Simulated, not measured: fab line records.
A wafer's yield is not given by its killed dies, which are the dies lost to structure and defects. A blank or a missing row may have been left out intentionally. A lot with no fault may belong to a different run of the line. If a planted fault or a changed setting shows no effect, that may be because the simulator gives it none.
2 desks looking at one fault / flow gf180mcu / what lay behind the numbers comes last; until then each desk has only its own

## METROLOGY DESK
Means of the sampled wafers that have a number, per lot and without regard to the tool the lot ran on: this is what the gauges read. The brackets show how far a lot's mean lies from the usual mean; more than 4 standard deviations puts the lot out of limits, marked OUT.
Columns: A = MIM_ALCU_THK at GF_MIM_THK_MEAS_11, usual 199 nm
lot=L660; first seen here=day 25 01:42; A=199
lot=L661; first seen here=day 25 13:50; A=194
lot=L662; first seen here=day 25 17:44; A=195
lot=L664; first seen here=day 26 02:17; A=200
lot=L665; first seen here=day 26 16:14; A=197
lot=L667; first seen here=day 27 08:03; A=196
lot=L669; first seen here=day 27 19:43; A=193
lot=L671; first seen here=day 28 13:38; A=199
lot=L672; first seen here=day 28 17:25; A=197
lot=L673; first seen here=day 29 01:54; A=198
lot=L674; first seen here=day 29 07:55; A=197
lot=L676; first seen here=day 29 21:01; A=197
This desk found nothing out of limits on any of the 12 lots.

## DESK OF THE TOOL OWNER: cmp-01
The tool's own readings at GF_V5_CMP_04 (polishes SiO2): means of the sampled wafers that have a number, for each lot that ran on this tool. The brackets show how far a lot's mean lies from the usual mean; more than 4 standard deviations puts the lot out of limits, marked OUT.
Columns: A = motor_current_A at GF_V5_CMP_04, usual 12.4 A; B = platen_rpm at GF_V5_CMP_04, usual 60.00 rpm
lot=L660; first seen here=day 26 20:24; A=13.6; B=60.01
lot=L661; first seen here=day 27 08:34; A=12.7; B=60.01
lot=L662; first seen here=day 27 12:27; A=12.7; B=60.01
lot=L669; first seen here=day 29 12:35; A=13.6; B=60.01
lot=L671; first seen here=day 30 05:40; A=12.9; B=59.99
lot=L672; first seen here=day 30 09:06; A=13.6; B=59.99
lot=L673; first seen here=day 30 17:07; A=13.5; B=59.99
lot=L676; first seen here=day 31 11:23; A=12.0; B=60.00
This desk found nothing out of limits on any of the 8 lots.

## TAKEN TOGETHER
At the metrology desk, nothing out of limits was observed.
The tool owner's desk saw nothing out of limits.

## WHAT WAS PUT IN BY THE SIMULATOR
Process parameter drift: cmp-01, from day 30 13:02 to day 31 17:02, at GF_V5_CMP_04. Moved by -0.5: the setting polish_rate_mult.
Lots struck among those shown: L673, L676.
